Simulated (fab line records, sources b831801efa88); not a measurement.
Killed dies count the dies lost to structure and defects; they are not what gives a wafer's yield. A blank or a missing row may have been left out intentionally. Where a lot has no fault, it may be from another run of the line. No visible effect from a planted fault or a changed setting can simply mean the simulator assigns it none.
A struck lot beside a sound one | flow sky130 | 17 out of 708 route steps
Sound: these wafers, L386.1, L386.5, L386.6. The struck wafers were L391.1, L391.4, L391.5. The cause is given at the end.
Each step with rows lists, per side, the tool, then ch with its chambers, then its first start. Under that, the readings that differ: sound wafers | struck wafers | difference of the means | sigmas: that difference in standard deviations of wafers without a fault.
alike: readings with means less than 2 such deviations apart, plus words and numbers identical on both sides. not compared: withheld readings, readings lacking a value on some wafer, bounds such as >300 that could conceal the same value, and numbers that have no deviation in the record and whose values overlap.
The two part at a step that has a row with sigmas, a row that says differs or no value, or rows on one side only. Numbers that don't overlap but have no deviation are shown without sigmas and don't part them. Lack of a reading on every wafer of one side parts them only where that side has two or more wafers.

SKY_LI_CONTACT_CMP_02: polishes PSG.
  sound on cmp-01 ch 0,1, day 30 09:29; struck on cmp-02 ch 0,1,3, day 32 00:24
  alike: motor current A, time to endpoint s
SKY_LI_CONTACT_BOW_MEAS_03:
  sound: film metro-04 at day 30 09:44; struck: film metro-04 at day 32 00:39
  alike: LI_CONTACT_BOW
then, 8 steps without rows for these wafers: SKY_LI_CONTACT_DEHYDRATE_04 (time 60 s); SKY_LI_CONTACT_HMDS_05 (prime time 60 s); SKY_LI_CONTACT_COAT_06 (resist thk 60 nm); SKY_LI_CONTACT_COAT_07 (resist thk 450 nm); SKY_LI_CONTACT_SOFTBAKE_08 (time 90 s); SKY_LI_CONTACT_EXPOSE_09 (exposes mask LICM1, target cd 170 nm); SKY_LI_CONTACT_PEB_10; SKY_LI_CONTACT_DEVELOP_11 (develop time 60 s).
SKY_LI_CONTACT_CD_MEAS_12: target cd 170 nm.
  sound: cd sem-02 at day 31 13:05; struck: cd sem-01 at day 33 04:18
  alike: cd nm
SKY_LI_CONTACT_OVL_MEAS_13:
  sound: overlay-01 at day 31 13:13; struck: overlay-01 at day 33 04:25
  reading             | sound | struck  | difference | sigmas
  LI_CONTACT_OVL (nm) | 7 6 9 | -6 3 -7 | -11        | -2
SKY_LI_CONTACT_ETCH_14: etches BARC in N2/H2, stops on SiO2, time 45.9 s, target depth 60 nm.
  sound on rie diel-01 ch 0,2,3, day 31 13:14; struck on rie diel-01 ch 1,2, day 33 04:28
  reading                                           | sound             | struck            | difference | sigmas
  rf fwd power W (W)                                | 494.9 492.9 492.6 | 696.4 696.8 696.4 | +203.1     | +97
  model.KrF-thick_of_LI_CONTACT_COAT_07.thk nm (nm) | 393.2 395.1 395.1 | 377.1 376.7 377.4 | -17.4      |
  model.LI_CONTACT.cd nm (nm)                       | 171.1 171.2 170.2 | 172.9 175.3 175.4 | +3.7       |
  model.SiO2_of_SONOS_ONO_CVD_04.thk nm (nm)        | 4.149 4.147 4.222 | 3.381 3.48 3.517  | -0.713     |
  alike: drypump motor current A, oes product au, throttle valve pct
  not compared: rf hours counter h
SKY_LI_CONTACT_ETCH_15: etches PSG in C4F8/O2/Ar, stops on Si, target depth 600 nm.
  sound on rie diel-01 ch 0,2,3, day 31 13:17; struck on rie diel-01 ch 1,2, day 33 04:30
  reading                                           | sound             | struck            | difference | sigmas
  model.KrF-thick_of_LI_CONTACT_COAT_07.thk nm (nm) | 230.4 233.4 232.3 | 213.3 213.6 214.5 | -18.2      |
  model.LI_CONTACT.cd nm (nm)                       | 170.9 170.8 170.5 | 172.9 175.5 175.9 | +4.0       |
  alike: oes product au, rf fwd power W
SKY_LI_CONTACT_STRIP_16: strips in O2/N2.
  sound on plasma asher-03 ch 0,1, day 31 13:22; struck on plasma asher-04 ch 1, day 33 04:35
  reading                      | sound             | struck            | difference | sigmas
  strip time to endpoint s (s) | 3.477 3.511 3.508 | 3.288 3.307 3.310 | -0.197     | -8
  alike: drypump motor current A, o2 flow sccm, oes product au
  not compared: rf hours counter h
then, 1 step without rows for these wafers: SKY_LI_CONTACT_CLEAN_17 (cleans in NMP, time 600 s).
-- the record jumps here: 16 days lie between the struck wafers' starts before and after (it left off in module LI_CONTACT and takes up again in module PAD_OPEN, whose first step shown is number 708 of the route) --
SKY_PAD_OPEN_PROBE_99:
  rows exist in the record for the struck wafers here (prober-02, day 48 18:54), but not for the sound ones

## WHERE THEY PART
Last at SKY_PAD_OPEN_PROBE_99 as far as this record goes, first at SKY_LI_CONTACT_OVL_MEAS_13.

WHY: what had been put in by the simulator
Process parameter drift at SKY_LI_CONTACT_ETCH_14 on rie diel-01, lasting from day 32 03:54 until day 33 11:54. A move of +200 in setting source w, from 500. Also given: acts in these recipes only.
